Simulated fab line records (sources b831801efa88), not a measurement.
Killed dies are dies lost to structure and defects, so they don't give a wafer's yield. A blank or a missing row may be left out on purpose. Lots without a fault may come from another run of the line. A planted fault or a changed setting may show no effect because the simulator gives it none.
Chamber matching :: flow gf180mcu :: GF_CONTACT_CMP_04 on cmp-02 has 4 sister chambers
The step polishes SiO2. 4 wafers are shown with their chamber, then 11 later ones without.

== WAFERS PAIRED WITH THEIR CHAMBERS ==
wafer: L083.3
chamber: 2
motor-current-A (A): 13.6

wafer: L084.2
chamber: 1
motor-current-A (A): 12.7

wafer: L084.4
chamber: 0
motor-current-A (A): 11.2

wafer: L089.1
chamber: 3
motor-current-A (A): 13.8

== WAFERS WITH NO CHAMBER GIVEN ==
wafer: L089.2
motor-current-A (A): 11.7

wafer: L089.3
motor-current-A (A): 13.1

wafer: L091.2
motor-current-A (A): 12.0

wafer: L091.3
motor-current-A (A): 13.8

wafer: L091.4
motor-current-A (A): 13.5

wafer: L092.2
motor-current-A (A): 13.0

wafer: L092.5
motor-current-A (A): 13.3

wafer: L092.6
motor-current-A (A): 13.6

wafer: L093.2
motor-current-A (A): 13.4

wafer: L093.3
motor-current-A (A): 13.8

wafer: L093.5
motor-current-A (A): 12.4

== THE CHAMBER EACH PASSED THROUGH ==
wafer: L089.2
from the rows above: can't be placed: 0 or 1
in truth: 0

wafer: L089.3
from the rows above: can't be placed: 1 or 2 or 3
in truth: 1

wafer: L091.2
from the rows above: can't be placed: 1 or 0
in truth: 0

wafer: L091.3
from the rows above: can't be placed: 3 or 2
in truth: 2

wafer: L091.4
from the rows above: can't be placed: 2 or 3
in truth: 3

wafer: L092.2
from the rows above: can't be placed: 1 or 2 or 3
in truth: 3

wafer: L092.5
from the rows above: can't be placed: 2 or 3 or 1
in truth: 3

wafer: L092.6
from the rows above: can't be placed: 2 or 3
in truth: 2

wafer: L093.2
from the rows above: can't be placed: 2 or 3 or 1
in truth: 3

wafer: L093.3
from the rows above: can't be placed: 3 or 2
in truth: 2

wafer: L093.5
from the rows above: 1
in truth: 1
Correctly placed: 1 of 11. Not placeable from these rows: 10 (in 10, the candidates include the true chamber). Placed wrongly: 0.
How it was worked out, from the rows above alone: a wafer's distance from a chamber is the root of the sum, over the readings, of the square of ((its reading less the chamber's mean) divided by the reading's scatter). If the next closest chamber is less than 2 further off than the closest, the wafer can't be placed; otherwise it belongs to the closest. The mean given for a chamber averages the wafers shown for that chamber. The scatter (one wafer shown for each chamber): square how far every hidden wafer sits from the nearest shown wafer, average those squares and take the square root.
